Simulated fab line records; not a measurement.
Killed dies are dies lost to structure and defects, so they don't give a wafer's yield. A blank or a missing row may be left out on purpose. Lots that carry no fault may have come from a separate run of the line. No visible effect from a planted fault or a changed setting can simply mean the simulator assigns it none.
fab line records	flow sky130
[record] lots = 5	wafers = 15	last-day = 50
route steps=708 shown SONOS_ONO@175 GATE_OXIDE@187 POLY_GATE@204 RES_PROTECT@206 PAD_OPEN@708
lots that met no fault: taken from a fault-free run of the same line
start-h: hours from the record's opening day to when the first of the lot's shown wafers began	wait-h: hours elapsed since this lot's preceding step	" as in the row above	L1.1+2: several wafers, shown together as one row	- either no value or no given start	* or withheld: withheld	< > ~ a bound
route shown NAME@n: NAME is a module with steps in the file, n the number in the route of the first one	usual: the fault-free wafers' mean and standard deviation	same: alike in all rows	chamber/n: place in a boat	sites: each site's reading	_std_site: standard deviation across them	_edge_site: outer sites' mean less inner sites'	radius-mm: for every site, how far away it sits from the centre of the wafer	mask NAME#n: copy n	behind: tool/chamber where the wafer was last shaped	hold: cause of the lot's hold/its duration in hours/its outcome	device: names the non-switching transistor (n, p or np)	end of line: the tests these same wafers got at the end of their route	a step given without rows: its recipe and nothing more	killed: the dies lost at the first sort to structure and to defects; this is not the yield of the wafer	map: a wafer's dies, marking killed ones x, the rest . and places with no die _
set.NAME: setting as actually run; set.NAME@STEP: the setting as run at that earlier step	model.NAME: the simulator's own value behind a step, which no gauge read
certain route steps with their lots: each step a table, each wafer a row
services: from which hour (start-h, from the record's first day; less than 0 if before it) a tool's chamber was out of use, for how many hours, and why
[[steps]]
[step SKY_SONOS_ONO_HMDS_07]
[recipe] prime-time-s = 60	prime-temp-c = 120
[step SKY_SONOS_ONO_COAT_08]
[recipe] resist = NOVOLAK	spin-rpm = 3000	resist-thk-nm = 1140
[step SKY_SONOS_ONO_SOFTBAKE_09]
[recipe] temp-c = 90	time-s = 60	resist = NOVOLAK
[step SKY_SONOS_ONO_EXPOSE_10]
[recipe] mask-id = ONOM	target-cd-nm = 410	na = 0.6	source-shape = conventional	sigma-outer = 0.6	dose-mj = 150
[step SKY_SONOS_ONO_PEB_11]
[recipe] temp-c = withheld	time-s = *	resist = NOVOLAK
[step SKY_SONOS_ONO_DEVELOP_12]
[recipe] develop-time-s = 60	dev-temp-c = 23
[step SKY_SONOS_ONO_CD_MEAS_13]
[recipe] target-cd-nm = 410
[usual] cd-nm = 410.0/2.1
lot.wafer	tool	chamber	start-h	wait-h	cd-nm
L406.1	cd-sem-02	-	283.46	0.1	414.6
L406.3	"	-	"	"	410.3
L406.6	"	-	"	"	412.2
L409.1	cd-sem-01	-	308.73	0.1	404.8
L409.4	"	-	"	"	405.4
L409.5	"	-	"	"	406.4
L416.2	cd-sem-01	-	372.28	0.1	408.5
L416.5	"	-	"	"	411.8
L416.6	"	-	"	"	409.9
L417.1	cd-sem-01	-	382.08	0.1	408.9
L417.5	"	-	"	"	407.9
L417.6	"	-	"	"	410.7
L428.1	cd-sem-02	-	470.96	0.1	407.5
L428.2	"	-	"	"	408.6
L428.4	"	-	"	"	407.1
[step SKY_SONOS_ONO_OVL_MEAS_14]
[usual] SONOS_ONO_OVL = -0.4/1.3
lot.wafer	tool	chamber	start-h	wait-h	SONOS_ONO_OVL[nm]
L406.1	overlay-02	-	283.58	0.1	0.4
L406.3	"	-	"	"	1.7
L406.6	"	-	"	"	0.9
L409.1	overlay-02	-	308.85	0.1	-1.3
L409.4	"	-	"	"	-2.4
L409.5	"	-	"	"	0.0
L416.2	overlay-02	-	372.38	0.1	-1.3
L416.5	"	-	"	"	-2.0
L416.6	"	-	"	"	0.2
L417.1	overlay-01	-	382.20	0.1	1.1
L417.5	"	-	"	"	0.3
L417.6	"	-	"	"	1.8
L428.1	overlay-02	-	471.08	0.1	0.5
L428.2	"	-	"	"	1.2
L428.4	"	-	"	"	1.5
[step SKY_SONOS_ONO_ETCH_15]
[recipe] target-depth-nm = 19.52	chemistry = CHF3/O2	source-w = 577.7	bias-w = 200	pressure-mtorr = 40	chf3-flow-sccm = 50	O2_flow_sccm = 5	time-s = 7.8
[usual] chamber-pressure-mTorr = 40.00/0.035	chf3-flow-sccm = 50.03/0.16	drypump-motor-current-A = 5.7/0.52	oes-product-au = 0.993/0.011	throttle-valve-pct = 8.823/0.0095
lot.wafer	tool	chamber	start-h	wait-h	chamber-pressure-mTorr	chf3-flow-sccm	drypump-motor-current-A	oes-product-au	rf-hours-counter-h	throttle-valve-pct
L406.1	rie-diel-04	1	283.61	0.0	39.91	49.83	6.3	0.997	111	8.822
L406.3	"	3	"	"	39.98	50.32	4.9	0.991	6	8.824
L406.6	"	1	"	"	40.11	49.98	6.4	1.008	-	8.812
L409.1	rie-diel-04	1	308.89	0.0	40.01	50.03	6.3	1.003	111	8.817
L409.4	"	0	"	"	40.03	50.18	6.2	0.992	102	8.819
L409.5	"	3	"	"	40.04	50.17	4.9	0.980	-	8.829
L416.2	rie-diel-01	1	372.41	0.0	39.96	50.31	5.7	1.008	4	8.813
L416.5	"	3	"	"	40.08	49.99	6.3	1.006	-	8.813
L416.6	"	2	"	"	40.00	50.09	6.2	1.004	-	8.823
L417.1	rie-diel-03	2	382.24	0.0	39.99	50.27	5.1	1.005	3	8.840
L417.5	"	1	"	"	40.00	50.23	5.4	0.992	-	8.814
L417.6	"	2	"	"	40.02	50.03	5.1	0.995	-	8.823
L428.1	rie-diel-04	2	471.11	0.0	39.97	50.13	5.6	0.995	10	8.838
L428.2	"	3	"	"	39.99	50.30	4.9	0.978	9	8.823
L428.4	"	0	"	"	39.99	49.85	6.2	0.990	1	8.827
[step SKY_SONOS_ONO_WET_ETCH_16]
[recipe] chemistry = dHF	target-depth-nm = 14	dry = n2-spin	target = SiO2	dilution = 100:1	temp-c = 25	time-s = 280
[step SKY_SONOS_ONO_STRIP_17]
[recipe] chemistry = O2/N2	power-w = 1400	pressure-mtorr = 1500	platen-temp-c = withheld	o2-flow-sccm = 3000	n2-flow-sccm = 300	overash-fraction = 0.5
[usual] chamber-pressure-mTorr = 1500.1/1.5	drypump-motor-current-A = 5.5/0.43	oes-product-au = 0.709/0.0044	strip-time-to-endpoint-s = 14.08/0.033
lot.wafer	tool	chamber	start-h	wait-h	chamber-pressure-mTorr	drypump-motor-current-A	oes-product-au	rf-hours-counter-h	strip-time-to-endpoint-s
L406.1	plasma-asher-03	0	283.73	0.0	1500.1	5.8	0.716	59	14.04
L406.3	"	0	"	"	1496.2	5.8	0.714	-	14.09
L406.6	"	0	"	"	1501.6	5.8	0.707	-	14.05
L409.1	plasma-asher-02	1	308.99	0.0	1500.1	4.9	0.707	63	14.02
L409.4	"	0	"	"	1502.3	5.0	0.712	-	14.01
L409.5	"	0	"	"	1500.2	5.0	0.710	-	14.08
L416.2	plasma-asher-02	1	372.52	0.0	1501.2	5.0	0.716	71	14.09
L416.5	"	1	"	"	1501.2	5.0	0.721	-	14.12
L416.6	"	0	"	"	1497.6	5.0	0.713	-	14.10
L417.1	plasma-asher-01	1	382.43	0.0	1502.6	5.8	0.712	21	14.06
L417.5	"	0	"	"	1498.5	5.3	0.706	-	14.06
L417.6	"	1	"	"	1500.6	5.8	0.705	-	14.05
L428.1	plasma-asher-03	1	471.22	0.0	1498.2	6.0	0.713	5	14.13
L428.2	"	0	"	"	1499.9	5.8	0.706	5	14.07
L428.4	"	0	"	"	1501.7	5.8	0.712	-	14.06
[step SKY_SONOS_ONO_WET_ETCH_18]
[recipe] chemistry = H3PO4	target-depth-nm = 15	target = Si3N4	temp-c = 160	time-s = 172
[step SKY_GATE_OXIDE_CLEAN_00]
[recipe] chemistry = SC1/SC2	mix = 1:4:20	temp-c = 70	time-s = 150	dry = n2-spin
[usual] temp-c = 70.01/0.12
lot.wafer	tool	chamber	start-h	wait-h	temp-c
L406.1	wet-bench-02	0	283.88	0.0	69.86
L406.3	"	0	"	"	69.82
L406.6	"	0	"	"	69.74
L409.1	wet-bench-04	2	309.15	0.0	69.97
L409.4	"	2	"	"	70.21
L409.5	"	2	"	"	69.93
L416.2	wet-bench-04	3	372.68	0.0	69.97
L416.5	"	3	"	"	69.90
L416.6	"	3	"	"	69.95
L417.1	wet-bench-02	0	382.64	0.0	69.98
L417.5	"	0	"	"	70.07
L417.6	"	0	"	"	70.03
L428.1	wet-bench-04	3	471.38	0.0	69.99
L428.2	"	3	"	"	70.08
L428.4	"	3	"	"	69.97
[step SKY_GATE_OXIDE_OXIDATION_01]
[recipe] temp-c = 900	ambient = O2	stabilise-s = 600	purge-s = 300	target-thk-a = 102.68	ox-time-s = 1473
[step SKY_GATE_OXIDE_THK_MEAS_02]
[recipe] reads = SiO2_of_GATE_OXIDE_OXIDATION_01
[usual] GATE_OXIDE_OXIDATION_00_THK = 10.28/0.19
lot.wafer	tool	chamber	start-h	wait-h	GATE_OXIDE_OXIDATION_00_THK[nm]
L406.1	film-metro-02	-	285.89	0.0	10.03
L406.3	"	-	"	"	10.06
L406.6	"	-	"	"	9.80
L409.1	film-metro-03	-	310.61	0.0	10.25
L409.4	"	-	"	"	10.22
L409.5	"	-	"	"	10.28
L416.2	film-metro-01	-	378.19	0.0	10.10
L416.5	"	-	"	"	10.18
L416.6	"	-	"	"	10.28
L417.1	film-metro-01	-	387.12	0.0	10.21
L417.5	"	-	"	"	10.22
L417.6	"	-	"	"	10.38
L428.1	film-metro-01	-	472.84	0.0	10.40
L428.2	"	-	"	"	10.36
L428.4	"	-	"	"	10.25
[step SKY_GATE_OXIDE_DEHYDRATE_03]
[recipe] temp-c = 200	time-s = 60
[step SKY_GATE_OXIDE_HMDS_04]
[recipe] prime-time-s = 60	prime-temp-c = 120
[step SKY_GATE_OXIDE_COAT_05]
[recipe] resist = NOVOLAK	spin-rpm = 3000	resist-thk-nm = 1140
[step SKY_GATE_OXIDE_SOFTBAKE_06]
[recipe] temp-c = 90	time-s = 60	resist = NOVOLAK
[step SKY_GATE_OXIDE_EXPOSE_07]
[recipe] mask-id = LVOM	na = 0.6	source-shape = conventional	sigma-outer = 0.6	polarization = unpolarized	target-cd-nm = 600	dose-mj = 170
[step SKY_GATE_OXIDE_PEB_08]
[recipe] temp-c = withheld	time-s = *	resist = NOVOLAK
[step SKY_GATE_OXIDE_DEVELOP_09]
[recipe] resist = NOVOLAK	developer = TMAH	develop-time-s = 60	dev-temp-c = 23
[step SKY_GATE_OXIDE_OVL_MEAS_10]
[usual] GATE_OXIDE_OVL = -0.9/1.5
lot.wafer	tool	chamber	start-h	wait-h	GATE_OXIDE_OVL[nm]
L406.1	overlay-02	-	311.23	0.1	-3.6
L406.3	"	-	"	"	-2.9
L406.6	"	-	"	"	-3.4
L409.1	overlay-01	-	336.16	0.1	-2.1
L409.4	"	-	"	"	-2.4
L409.5	"	-	"	"	-1.3
L416.2	overlay-02	-	404.76	0.1	-1.7
L416.5	"	-	"	"	-1.9
L416.6	"	-	"	"	-2.4
L417.1	overlay-01	-	415.08	0.1	-0.8
L417.5	"	-	"	"	-0.7
L417.6	"	-	"	"	-1.0
L428.1	overlay-01	-	503.68	0.1	-0.2
L428.2	"	-	"	"	1.2
L428.4	"	-	"	"	1.8
[step SKY_GATE_OXIDE_IMPLANT_11]
[recipe] species = B	energy-kev = 10	dose-cm2 = 2.6e+12	tilt-deg = withheld
[step SKY_GATE_OXIDE_WET_ETCH_12]
[recipe] chemistry = dHF	target-depth-nm = 16.8	dry = n2-spin	target = SiO2	dilution = 100:1	temp-c = 25	time-s = 336
[step SKY_GATE_OXIDE_STRIP_13]
[recipe] chemistry = O2/N2	power-w = 1400	pressure-mtorr = 1500	platen-temp-c = withheld	o2-flow-sccm = 3000	n2-flow-sccm = 300	overash-fraction = 0.5
[usual] chamber-pressure-mTorr = 1500.1/1.3	drypump-motor-current-A = 5.6/0.37	oes-product-au = 0.716/0.005	strip-time-to-endpoint-s = 14.17/0.041
lot.wafer	tool	chamber	start-h	wait-h	chamber-pressure-mTorr	drypump-motor-current-A	oes-product-au	rf-hours-counter-h	strip-time-to-endpoint-s
L406.1	plasma-asher-03	1	311.52	0.0	1499.0	5.9	0.719	61	14.22
L406.3	"	1	"	"	1498.6	6.0	0.707	-	14.22
L406.6	"	0	"	"	1499.6	5.8	0.714	-	14.20
L409.1	plasma-asher-04	1	336.45	0.0	1498.4	5.8	0.712	52	14.18
L409.4	"	1	"	"	1500.6	5.9	0.716	-	14.21
L409.5	"	0	"	"	1498.7	5.0	0.722	-	14.21
L416.2	plasma-asher-03	0	405.04	0.0	1502.6	5.7	0.713	72	14.14
L416.5	"	1	"	"	1498.8	6.0	0.715	-	14.20
L416.6	"	0	"	"	1500.0	5.7	0.721	-	14.18
L417.1	plasma-asher-04	0	415.37	0.0	1499.6	5.0	0.723	60	14.18
L417.5	"	0	"	"	1499.9	5.0	0.713	-	14.20
L417.6	"	1	"	"	1498.9	5.9	0.718	-	14.16
L428.1	plasma-asher-01	0	503.97	0.0	1501.1	5.4	0.708	33	14.17
L428.2	"	1	"	"	1500.8	5.9	0.724	33	14.14
L428.4	"	0	"	"	1499.7	5.4	0.713	-	14.14
[step SKY_GATE_OXIDE_TW_MEAS_14]
[usual] GATE_OXIDE_TW = 225.3/1.7
lot.wafer	tool	chamber	start-h	wait-h	GATE_OXIDE_TW
L406.1	film-metro-01	-	311.62	0.1	224.8
L406.3	"	-	"	"	224.0
L406.6	"	-	"	"	224.2
L409.1	film-metro-03	-	336.55	0.1	227.0
L409.4	"	-	"	"	225.7
L409.5	"	-	"	"	225.7
L416.2	film-metro-03	-	405.21	0.1	227.4
L416.5	"	-	"	"	225.8
L416.6	"	-	"	"	226.6
L417.1	film-metro-03	-	415.57	0.2	226.8
L417.5	"	-	"	"	227.2
L417.6	"	-	"	"	227.3
L428.1	film-metro-02	-	504.07	0.1	223.4
L428.2	"	-	"	"	223.5
L428.4	"	-	"	"	221.2
[step SKY_GATE_OXIDE_CLEAN_15]
[recipe] chemistry = SC1/SC2	mix = 1:4:20	temp-c = 70	time-s = 150	dry = n2-spin
[step SKY_GATE_OXIDE_OXIDATION_16]
[recipe] temp-c = 800	ambient = O2	idle-temp-c = 700	ramp-up-c-per-min = 10	ramp-down-c-per-min = 3	stabilise-s = 600	purge-s = 300	target-thk-a = 35.7	ox-time-s = 1915
[step SKY_POLY_GATE_CVD_00]
[recipe] material = poly-Si	target-thk-nm = 180	temp-c = 620	time-s = 720	pressure-mtorr = 200
[step SKY_POLY_GATE_THK_MEAS_01]
[recipe] reads = poly-Si_of_POLY_GATE_CVD_00
[usual] POLY_GATE_CVD_00_THK = 179.8/1.4
lot.wafer	tool	chamber	start-h	wait-h	POLY_GATE_CVD_00_THK[nm]
L406.1	film-metro-01	-	317.75	0.0	181.3
L406.3	"	-	"	"	180.5
L406.6	"	-	"	"	180.0
L409.1	film-metro-03	-	339.40	0.0	182.9
L409.4	"	-	"	"	181.3
L409.5	"	-	"	"	181.5
L416.2	film-metro-04	-	410.79	0.0	179.2
L416.5	"	-	"	"	179.0
L416.6	"	-	"	"	178.3
L417.1	film-metro-04	-	419.01	0.0	182.2
L417.5	"	-	"	"	180.7
L417.6	"	-	"	"	180.9
L428.1	film-metro-01	-	506.91	0.0	180.1
L428.2	"	-	"	"	178.1
L428.4	"	-	"	"	178.7
[step SKY_RES_PROTECT_DEHYDRATE_00]
[recipe] temp-c = 200	time-s = 60
[step SKY_RES_PROTECT_HMDS_01]
[recipe] prime-time-s = 60	prime-temp-c = 120
[step SKY_RES_PROTECT_COAT_02]
[recipe] resist = NOVOLAK	spin-rpm = 3040	resist-thk-nm = 1140
[step SKY_RES_PROTECT_SOFTBAKE_03]
[recipe] temp-c = 90	time-s = 60	resist = NOVOLAK
[step SKY_RES_PROTECT_EXPOSE_04]
[recipe] mask-id = RPM	na = 0.6	source-shape = conventional	sigma-outer = 0.6	polarization = unpolarized	target-cd-nm = 1270	dose-mj = 131
[step SKY_RES_PROTECT_PEB_05]
[recipe] temp-c = withheld	time-s = *	resist = NOVOLAK
[step SKY_RES_PROTECT_DEVELOP_06]
[recipe] resist = NOVOLAK	developer = TMAH	develop-time-s = 60	dev-temp-c = 23
[step SKY_POLY_GATE_IMPLANT_02]
[recipe] species = P	energy-kev = 30	dose-cm2 = 7.7e+15	tilt-deg = 0
[step SKY_RES_PROTECT_STRIP_07]
[recipe] chemistry = O2/N2	power-w = 1400	pressure-mtorr = 1500	platen-temp-c = withheld	o2-flow-sccm = 3000	n2-flow-sccm = 300	overash-fraction = 0.5
[usual] chamber-pressure-mTorr = 1500.1/1.3	drypump-motor-current-A = 5.4/0.45	oes-product-au = 0.517/0.0049	strip-time-to-endpoint-s = 23.18/0.047
lot.wafer	tool	chamber	start-h	wait-h	chamber-pressure-mTorr	drypump-motor-current-A	oes-product-au	rf-hours-counter-h	strip-time-to-endpoint-s
L406.1	plasma-asher-03	0	344.74	0.1	1501.3	5.8	0.506	66	23.22
L406.3	"	0	"	"	1498.3	5.8	0.511	-	23.16
L406.6	"	0	"	"	1499.8	5.8	0.512	-	23.14
L409.1	plasma-asher-04	0	366.19	0.1	1499.7	4.9	0.517	55	23.19
L409.4	"	0	"	"	1501.2	4.9	0.517	-	23.22
L409.5	"	0	"	"	1500.9	5.0	0.510	-	23.19
L416.2	plasma-asher-02	0	440.81	0.1	1499.3	5.1	0.512	78	23.14
L416.5	"	1	"	"	1500.2	4.9	0.515	-	23.19
L416.6	"	0	"	"	1499.1	5.0	0.519	-	23.21
L417.1	plasma-asher-04	0	450.31	0.1	1499.6	5.0	0.515	63	23.17
L417.5	"	1	"	"	1500.7	5.9	0.517	-	23.23
L417.6	"	0	"	"	1500.1	4.9	0.509	-	23.18
L428.1	plasma-asher-02	0	536.69	0.1	1499.3	5.0	0.520	87	23.28
L428.2	"	1	"	"	1497.0	4.9	0.515	87	23.26
L428.4	"	0	"	"	1499.5	5.0	0.519	-	23.24
[step SKY_RES_PROTECT_TW_MEAS_08]
[usual] POLY_GATE_TW = 4006/43
lot.wafer	tool	chamber	start-h	wait-h	POLY_GATE_TW
L406.1	film-metro-01	-	344.84	0.1	4005
L406.3	"	-	"	"	4007
L406.6	"	-	"	"	3995
L409.1	film-metro-01	-	366.29	0.1	4060
L409.4	"	-	"	"	4050
L409.5	"	-	"	"	4059
L416.2	film-metro-04	-	441.01	0.2	3945
L416.5	"	-	"	"	3974
L416.6	"	-	"	"	3981
L417.1	film-metro-01	-	450.41	0.1	4048
L417.5	"	-	"	"	4061
L417.6	"	-	"	"	4042
L428.1	film-metro-02	-	536.79	0.1	4017
L428.2	"	-	"	"	4013
L428.4	"	-	"	"	4022
[step SKY_RES_PROTECT_CLEAN_09]
[recipe] chemistry = SC1/SC2	mix = 1:4:20	temp-c = 70	time-s = 150	dry = n2-spin
[step SKY_PAD_OPEN_PROBE_99]
[usual] killed_at_M0_to_M3 = 43/6.5	killed_at_M4_up = 3.1/1.8	killed-at-contacts = 24/4.8	killed-at-front-end = 15/4.7	killed-at-other = 0.3/0.58	killed-dies = 86/8.6	killed-open = 47/6.7	killed-short = 39/6.1
[same] gross-dies = 492	killed-at-back-side = 0
lot.wafer	tool	chamber	start-h	wait-h	killed_at_M0_to_M3	killed_at_M4_up	killed-at-contacts	killed-at-front-end	killed-at-other	killed-dies	killed-open	killed-short
L406.1	prober-01	-	1075.70	0.1	50	0	27	21	1	99	46	53
L406.3	prober-01	-	1075.80	0.2	36	3	28	17	0	84	42	42
L406.6	prober-01	-	1075.95	0.2	42	2	25	19	2	90	47	43
L409.1	prober-01	-	1095.91	0.1	35	3	27	22	0	87	49	38
L409.4	prober-01	-	1096.06	0.2	41	2	29	11	1	84	39	45
L409.5	prober-01	-	1096.11	0.2	37	1	31	18	0	87	45	42
L416.2	prober-01	-	1137.48	0.1	43	3	15	26	1	88	48	40
L416.5	prober-01	-	1137.63	0.2	38	1	23	20	1	83	45	38
L416.6	prober-01	-	1137.68	0.2	47	0	22	13	0	82	51	31
L417.1	prober-01	-	1145.41	0.1	28	1	21	68	0	118	38	37
L417.5	prober-01	-	1145.61	0.2	41	1	21	56	0	119	47	35
L417.6	prober-01	-	1145.66	0.2	46	2	24	65	0	137	60	39
L428.1	prober-01	-	1200.19	0.1	37	3	22	16	0	78	42	36
L428.2	prober-01	-	1200.24	0.1	34	1	23	18	0	76	39	37
L428.4	prober-01	-	1200.34	0.2	44	1	24	15	0	84	46	38
// killed by level:class
L406.1 FIELD_ISO:geometric-particle:short=8 CONTACT:geometric-particle:open=8 VIA2:geometric-particle:open=8 METAL2:geometric-particle:short=7 VIA1:geometric-particle:open=7 VIA3:geometric-particle:short=7 LI_CONTACT:geometric-particle:short=6 LI_CONTACT:geometric-particle:open=6
L406.3 CONTACT:geometric-particle:open=10 POLY_GATE:geometric-particle:short=8 VIA1:geometric-particle:open=8 LI_CONTACT:geometric-particle:open=7 LI_CONTACT:geometric-particle:short=5 VIA3:geometric-particle:open=5 METAL2:geometric-particle:open=4 VIA1:geometric-particle:short=4
L406.6 CONTACT:geometric-particle:open=9 VIA1:geometric-particle:short=8 METAL2:geometric-particle:short=8 VIA3:geometric-particle:open=8 VIA1:geometric-particle:open=7 LI_CONTACT:geometric-particle:open=6 FIELD_ISO:geometric-particle:open=5 LOCAL_INTERCONNECT:geometric-particle:short=5
L409.1 VIA1:geometric-particle:open=15 CONTACT:geometric-particle:open=13 FIELD_ISO:geometric-particle:short=6 POLY_GATE:geometric-particle:open=6 METAL1:geometric-particle:short=5 LI_CONTACT:geometric-particle:open=4 LOCAL_INTERCONNECT:geometric-particle:short=4 CONTACT:geometric-particle:short=4
L409.4 LI_CONTACT:geometric-particle:open=9 VIA1:geometric-particle:open=7 CONTACT:geometric-particle:open=7 METAL1:geometric-particle:short=7 VIA3:geometric-particle:open=6 LI_CONTACT:geometric-particle:short=5 CONTACT:geometric-particle:short=5 FIELD_ISO:geometric-particle:short=4
L409.5 LI_CONTACT:geometric-particle:open=12 CONTACT:geometric-particle:open=10 VIA1:geometric-particle:open=9 FIELD_ISO:geometric-particle:short=6 METAL1:geometric-particle:short=6 VIA1:geometric-particle:short=6 LI_CONTACT:geometric-particle:short=5 POLY_GATE:geometric-particle:short=4
L416.2 VIA1:geometric-particle:open=9 FIELD_ISO:geometric-particle:short=8 VIA2:geometric-particle:open=7 CONTACT:geometric-particle:open=6 METAL3:geometric-particle:short=6 VIA1:geometric-particle:short=5 VIA3:geometric-particle:open=5 FIELD_ISO:geometric-particle:open=4
L416.5 VIA1:geometric-particle:open=13 CONTACT:geometric-particle:open=8 LI_CONTACT:geometric-particle:open=5 LOCAL_INTERCONNECT:geometric-particle:short=5 METAL2:geometric-particle:short=5 FIELD_ISO:geometric-particle:short=4 FIELD_ISO:geometric-particle:open=4 POLY_GATE:geometric-particle:short=4
L416.6 CONTACT:geometric-particle:open=10 VIA1:geometric-particle:open=10 VIA2:geometric-particle:open=8 LI_CONTACT:geometric-particle:open=6 METAL1:geometric-particle:short=6 METAL2:geometric-particle:short=6 VIA3:geometric-particle:open=6 VIA1:geometric-particle:short=5
L417.1 GATE_OXIDE:unspecified=43 CONTACT:geometric-particle:open=9 FIELD_ISO:geometric-particle:short=8 VIA1:geometric-particle:open=7 FIELD_ISO:geometric-particle:open=6 METAL1:geometric-particle:short=6 VIA3:geometric-particle:open=6 POLY_GATE:geometric-particle:short=5
L417.5 GATE_OXIDE:unspecified=37 VIA1:geometric-particle:open=11 VIA3:geometric-particle:open=10 FIELD_ISO:geometric-particle:short=7 FIELD_ISO:geometric-particle:open=6 LI_CONTACT:geometric-particle:open=6 CONTACT:geometric-particle:open=5 CONTACT:geometric-particle:short=5
L417.6 GATE_OXIDE:unspecified=38 VIA1:geometric-particle:open=12 CONTACT:geometric-particle:open=11 FIELD_ISO:geometric-particle:open=9 LI_CONTACT:geometric-particle:open=7 METAL2:geometric-particle:short=7 POLY_GATE:geometric-particle:open=6 VIA1:geometric-particle:short=6
L428.1 VIA1:geometric-particle:open=8 POLY_GATE:geometric-particle:open=7 VIA2:geometric-particle:open=7 CONTACT:geometric-particle:short=6 CONTACT:geometric-particle:open=6 VIA1:geometric-particle:short=6 VIA3:geometric-particle:open=6 LI_CONTACT:geometric-particle:open=5
L428.2 POLY_GATE:geometric-particle:open=8 VIA1:geometric-particle:open=8 CONTACT:geometric-particle:short=6 METAL2:geometric-particle:short=6 VIA2:geometric-particle:open=6 LI_CONTACT:geometric-particle:open=5 VIA3:geometric-particle:short=4 LI_CONTACT:geometric-particle:short=4
L428.4 CONTACT:geometric-particle:open=9 VIA2:geometric-particle:open=8 VIA1:geometric-particle:open=8 METAL2:geometric-particle:short=8 LI_CONTACT:geometric-particle:open=6 VIA3:geometric-particle:open=5 POLY_GATE:geometric-particle:open=4 LOCAL_INTERCONNECT:geometric-particle:short=4
// map L417.6 (x killed, . not)
__________..x..x...._________
________.x.....x...xx._______
______............x....._____
_____..........xx....xxxx____
____..x..........xxxx..xxx___
___xx...........x....xxxxxx__
__xx.....x...xx......x.xxxxx_
_......x...x.....xx...xxxxxxx
_.x..x....x......x....xxxxxxx
_.......x..........xx.xxxxxxx
_x.x.x.xx..xx........x....x..
_x.x.x..x....xx..xx..........
_.....xx...x.xx....xx........
_...x.x......x...x....xx.x...
_..............x............x
__.x....x.x.x.x............._
___......xx.x...x....x...xx__
____..x................xx.___
_____....xx.xxx...x......____
______x......xx..x.x.x.x_____
________..x....x.....x_______
__________.........._________
// map L406.1 (x killed, . not)
__________x......x.._________
________...x...x......_______
______x......x......x..._____
_____.x.x...x.......x.x.x____
____x...x........x...x....___
___....x..x.x.xx.....x..x..__
__....x.x.....x...x.......xx_
_........x.xx.x......xxx.....
_........xx.x.....x..........
_x..x..x...xxx...............
_..............x.....xx...xx.
_....x.x......x...........xx.
_x.....xx..x..x.....xx.....x.
_x.x....xx....x.......x..x...
_....xx....x.x.....x..x......
__........x.........x......._
___.x..xx.......xx..x....x.__
____xxx...xx..........xx..___
_____....x.............xx____
______............x....._____
________.......x......_______
__________.........._________
[[services]]
tool	chamber	start-h	hours	kind
plasma-asher-03	-	261.69	14.6	pm
rie-diel-03	3	285.15	7.0	repair
rie-diel-03	0	290.05	5.4	repair
rie-diel-03	2	300.19	55.1	repair
plasma-asher-01	-	310.31	49.4	repair
rie-diel-03	0	315.97	9.4	repair
rie-diel-03	3	316.37	5.7	repair
rie-diel-04	0	326.32	7.6	repair
plasma-asher-01	-	330.98	1.9	repair
wet-bench-04	-	346.48	1.9	pm
rie-diel-04	0	347.81	3.9	repair
plasma-asher-03	-	382.99	1.5	repair
plasma-asher-02	-	386.27	1.2	repair
rie-diel-03	0	396.52	10.1	repair
plasma-asher-01	-	419.64	2.3	repair
plasma-asher-03	-	421.25	9.0	pm
rie-diel-01	1	421.81	8.2	repair
rie-diel-03	-	435.35	2.8	pm
plasma-asher-01	-	439.77	1.3	repair
plasma-asher-01	-	440.70	2.7	repair
plasma-asher-02	-	450.08	9.2	repair
rie-diel-01	-	451.05	0.2	repair
wet-bench-02	-	473.18	6.3	repair
rie-diel-04	2	524.26	7.0	repair
[[key]]
[first-sign] step = SKY_PAD_OPEN_PROBE_99	reading = killed-at-front-end	direction = up	sigmas = 10	usual = 15	struck = 63
[effect] step = SKY_PAD_OPEN_PROBE_99	reading = killed-dies	direction = up	sigmas = 4.5	usual = 86	struck = 125
met-at SKY_GATE_OXIDE_CLEAN_00
struck-wafers L417.1,L417.5,L417.6
tester-left-out L417
onset-between 283.88 382.64
also-fits SKY_SONOS_ONO_ETCH_15:rie-diel-03,SKY_SONOS_ONO_STRIP_17:plasma-asher-01,SKY_GATE_OXIDE_STRIP_13:plasma-asher-04,SKY_RES_PROTECT_STRIP_07:plasma-asher-04
[fault] kind = chamber-particle-source	tool = wet-bench-02	chamber = 0	onset-h = 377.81	steps = SKY_GATE_OXIDE_CLEAN_00	rate-per-visit-cm2 = 0.92077	end-h = 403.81
// tester-left-out: of these lots the tester's yield and bins aren't shown, on N5 and GAA mostly nor the transistor test; their killed dies are dies lost to structure and defects alone, not to doping, threshold or leakage, so they don't give the yield
